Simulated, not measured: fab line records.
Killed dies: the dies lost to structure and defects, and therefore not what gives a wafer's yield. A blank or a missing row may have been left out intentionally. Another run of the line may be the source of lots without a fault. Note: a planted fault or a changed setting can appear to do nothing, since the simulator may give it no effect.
A struck lot beside a sound one -- flow sky130 -- 44 steps out of a route of 708
Sound: these wafers, L539.2, L539.3, L539.4. Struck: wafers L550.3, L550.5, L550.6. Last of all comes the cause.
Per side, at each step with rows, come the tool, then ch with its chambers, and then its first start. Under that, the readings that differ: sound wafers -- struck wafers -- difference of the means -- sigmas: that difference in standard deviations of wafers without a fault.
alike: words and numbers the same on both sides, and readings whose means are apart by under 2 such deviations; not compared: readings that were withheld, readings missing a value for some wafer, numbers with overlapping values and no deviation given by the record, and bounds like >300 which may hide the same value.
The two part at a step that has a row with sigmas, a row that says differs or no value, or rows on one side only. Numbers that don't overlap but have no deviation are shown without sigmas and don't part them. A reading missing from all wafers of one side parts the sides only when that side holds two or more wafers.

first, 2 steps without rows for these wafers: SKY_VIA3_CLEAN_18 (cleans in IPA, time 180 s); SKY_VIA3_CLEAN_19 (cleans in O3/DIW).
SKY_VIA3_SPUTTER_20: material TiN, target thk 20 nm, time 83.35 s.
  struck on pvdSputter-04, day 44 19:16; sound on pvdSputter-03, day 42 10:40
  alike: throttleValvePct
then, 1 step without rows for these wafers: SKY_VIA3_CVD_21 (deposits W, target thk 390 nm, time 117.31 s).
SKY_VIA3_RS_MEAS_22: uses a four-point probe to measure.
  struck on filmMetro-01, day 44 19:29; sound on filmMetro-02, day 42 10:53
  alike: VIA3_W_RS
SKY_VIA3_THK_MEAS_23: measures by xrf.
  struck on filmMetro-01, day 44 19:35; sound on filmMetro-02, day 42 10:59
  alike: VIA3_W_THK
then, 1 step without rows for these wafers: SKY_VIA3_CMP_24 (polishes, stops on SiO2, t overpolish 20 s, target thk 0 nm).
SKY_METAL4_SPUTTER_00: material Ti, target thk 15 nm, time 10 s.
  struck on pvdSputter-04, day 44 19:57; sound on pvdSputter-04, day 42 11:20
  alike: throttleValvePct
then, 1 step without rows for these wafers: SKY_METAL4_SPUTTER_01 (material TiN, target thk 20 nm, time 16.7 s).
SKY_METAL4_SPUTTER_02: material AlCu, target thk 735 nm, time 39.1 s.
  struck on pvdSputter-04, day 44 20:00; sound on pvdSputter-04, day 42 11:23
  alike: throttleValvePct
then, 2 steps without rows for these wafers: SKY_METAL4_SPUTTER_03 (material Ti, target thk 5 nm, time 3.3 s); SKY_METAL4_SPUTTER_04 (material TiN, target thk 70 nm, time 58.3 s).
SKY_CAP2M_CVD_00: deposits SiO2, target thk 15.5 nm.
  sound on pecvd-04 ch 1,2, day 42 11:29; struck on pecvd-04 ch 0,1,2, day 44 20:07
reading,sound,struck,difference,sigmas
model.SiO2_of_CAP2M_CVD_00.thkNm (nm),15.52 15.42 15.82,10.8 10.67 10.69,-4.9,
  alike: heaterPowerW
SKY_CAP2M_THK_MEAS_01:
  struck on filmMetro-01, day 44 20:09; sound on filmMetro-01, day 42 11:31
reading,sound,struck,difference,sigmas
CAP2M_CVD_00_THK (nm),15.59 15.40 15.85,10.77 10.65 10.78,-4.88,-21
then, 1 step without rows for these wafers: SKY_CAP2M_SPUTTER_02 (material TiN, target thk 200 nm, time 166.7 s).
SKY_CAP2M_RS_MEAS_03: uses a four-point probe to measure.
  struck on filmMetro-04, day 44 20:20; sound on filmMetro-03, day 42 11:45
  alike: CAP2M_TIN_RS
SKY_CAP2M_THK_MEAS_04: measures by xrf.
  struck on filmMetro-04, day 44 20:26; sound on filmMetro-03, day 42 11:52
  alike: CAP2M_TIN_THK
then, 7 steps without rows for these wafers: SKY_CAP2M_DEHYDRATE_05 (time 60 s); SKY_CAP2M_HMDS_06 (prime time 60 s); SKY_CAP2M_COAT_07 (resist thk 1140 nm); SKY_CAP2M_SOFTBAKE_08 (time 60 s); SKY_CAP2M_EXPOSE_09 (exposes mask CAP2M, target cd 1000 nm); SKY_CAP2M_PEB_10; SKY_CAP2M_DEVELOP_11 (develop time 60 s).
SKY_CAP2M_OVL_MEAS_12:
  struck on overlay-02, day 45 17:17; sound on overlay-01, day 43 11:01
  alike: CAP2M_OVL
SKY_CAP2M_METAL_ETCH_13: etches TiN in Cl2/BCl3, stops on SiO2, target depth 220 nm, time 62.9 s.
  sound on rieMetal-03 ch 0, day 43 11:05; struck on rieMetal-01 ch 0,1, day 45 17:20
  alike: drypumpMotorCurrentA, oesProductAu, throttleValvePct
  not compared: rfHoursCounterH
SKY_CAP2M_STRIP_14: strips in O2/N2.
  sound on plasmaAsher-02 ch 0,1, day 43 11:13; struck on plasmaAsher-04 ch 0,1, day 45 17:25
  alike: drypumpMotorCurrentA, o2FlowSccm, oesProductAu, stripTimeToEndpointS
  not compared: rfHoursCounterH
then, 11 steps without rows for these wafers: SKY_CAP2M_STRIP_15 (strips in post etch residue remover, time 1200 s); SKY_CAP2M_CLEAN_16 (cleans in IPA, time 180 s); SKY_CAP2M_CLEAN_17 (cleans in O3/DIW); SKY_METAL4_DEHYDRATE_05 (time 60 s); SKY_METAL4_HMDS_06 (prime time 60 s); SKY_METAL4_COAT_07 (resist thk 60 nm); SKY_METAL4_COAT_08 (resist thk 1140 nm); SKY_METAL4_SOFTBAKE_09 (time 90 s); SKY_METAL4_EXPOSE_10 (exposes mask MM4, target cd 300 nm); SKY_METAL4_PEB_11; SKY_METAL4_DEVELOP_12 (develop time 60 s).
SKY_METAL4_CD_MEAS_13: target cd 300 nm.
  struck on cdSem-01, day 46 14:16; sound on cdSem-02, day 44 10:14
  alike: cdNm
SKY_METAL4_OVL_MEAS_14:
  struck on overlay-01, day 46 14:21; sound on overlay-02, day 44 10:20
reading,sound,struck,difference,sigmas
METAL4_OVL (nm),-4 -9 -5,3 5 5,+10,+2
then, 2 steps without rows for these wafers: SKY_METAL4_DESCUM_15 (chemistry O2, time 8 s); SKY_METAL4_ETCH_16 (etches BARC in N2/H2, stops on SiO2, time 88.2 s, target depth 60 nm).
SKY_METAL4_ETCH_17: etches SiO2 in C4F8/O2/Ar, stops on TiN, time 3.9 s, target depth 15 nm.
  sound on rieDiel-02 ch 0,1, day 44 10:30; struck on rieDiel-02 ch 0,2,3, day 46 14:31
reading,sound,struck,difference,sigmas
oesProductAu (a.u.),0.747 0.756 0.765,0.636 0.635 0.647,-0.117,-15
  not compared: rfHoursCounterH
-- the record jumps here: 3 days lie between the struck wafers' starts before and after (it left off in module METAL4 and takes up again in module PAD_OPEN, whose first step shown is number 708 of the route) --
SKY_PAD_OPEN_PROBE_99:
  struck on prober-01, day 49 23:38; sound on prober-02, day 48 04:15
reading,sound,struck,difference,sigmas
killed_at_M0_to_M3,36 36 33,49 48 53,+15,+2
model.etest.tester.sortNPass,417 401 407,3 0 2,-407,
model.etest.tester.sortYieldPct (%),84.76 81.5 82.72,0.6098 0 0.4065,-82.6546,
model.etest.tester.sort_bin_5_pct (%),8.74 12.8 9.959,90.65 92.48 91.67,+81.10,
model.etest.capMim2.bvV (V),13.79 14.05 14.11,9.377 10.07 9.441,-4.354,
model.etest.capMim2.leakLog10ACm2,-9.039 -9.04 -9.15,-7.261 -7.035 -7.215,+1.906,
model.etest.capMim2.cFfUm2,2.34 2.353 2.281,3.397 3.408 3.389,+1.073,
model.etest.tester.sort_bin_4_pct (%),0 0 0,2.148e-09 5.104e-12 2.676e-11,+7.266e-10,
model.etest.tester.sort_bin_8_pct (%),0 0 0,2.928e-15 4.916e-11 1.183e-13,+1.643e-11,
  alike: defectLimitedYield, killed_at_M4_up, killedAtContacts, killedAtFrontEnd, killedAtOther, killedDies, killedOpen, killedShort

## WHERE THEY PART
First at SKY_CAP2M_THK_MEAS_01; last, within this record, at SKY_PAD_OPEN_PROBE_99.

WHY: the cause the simulator had injected
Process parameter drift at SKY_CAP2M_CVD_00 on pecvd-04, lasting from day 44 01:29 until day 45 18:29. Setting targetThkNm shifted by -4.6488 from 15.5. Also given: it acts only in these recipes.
